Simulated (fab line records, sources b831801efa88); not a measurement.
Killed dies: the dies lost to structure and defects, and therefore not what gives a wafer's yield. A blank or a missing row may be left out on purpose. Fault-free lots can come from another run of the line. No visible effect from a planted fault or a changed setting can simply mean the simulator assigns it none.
Chamber matching -- flow sky130 -- cmp-01 running SKY_VIA1_CMP_02: 4 sister chambers
The step polishes SiO2. 8 wafers are shown with their chamber, then 10 later ones without.

== WAFERS WITH THEIR CHAMBER ==
wafer,chamber,motor_current_A (A),slurry_flow_ml_min
L080.4,2,13.3,150.4
L082.5,2,13.1,150.1
L082.6,3,11.1,149.5
L086.1,3,11.2,149.6
L086.2,1,10.6,150.1
L086.6,0,13.2,149.7
L088.1,0,12.4,150.1
L088.4,1,10.9,150.1

== WAFERS MISSING THEIR CHAMBER ==
wafer,motor_current_A (A),slurry_flow_ml_min
L088.5,11.2,149.8
L090.1,10.8,149.7
L090.5,12.4,149.4
L090.6,11.6,150.5
L096.1,11.5,149.8
L096.3,10.8,150.3
L096.5,11.5,149.7
L097.1,13.4,150.2
L097.2,11.0,150.8
L097.3,10.7,149.4

== THE CHAMBER EACH PASSED THROUGH ==
wafer,from the rows above,in truth
L088.5,can't be placed: 3 or 1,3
L090.1,can't be placed: 3 or 1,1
L090.5,can't be placed: 0 or 3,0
L090.6,can't be placed: 1 or 0 or 2 or 3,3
L096.1,can't be placed: 3 or 1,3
L096.3,1,1
L096.5,can't be placed: 3 or 1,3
L097.1,can't be placed: 2 or 0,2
L097.2,1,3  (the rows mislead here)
L097.3,3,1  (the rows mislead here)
Correctly placed: 1 of 10. Not placeable from these rows: 7 (in 7, the candidates include the true chamber). Number placed wrongly: 2.
How it was worked out, from the rows above alone: a wafer's distance from a chamber is the root of the sum, over the readings, of the square of ((its reading less the chamber's mean) divided by the reading's scatter). The wafer belongs to the nearest chamber; if the next one is less than 2 further off, it can't be placed. Each chamber's mean is taken over the wafers shown for it. The scatter: take each reading less its chamber's mean, square it, sum over the shown wafers, divide by the number of wafers less the number of chambers, and take the root.
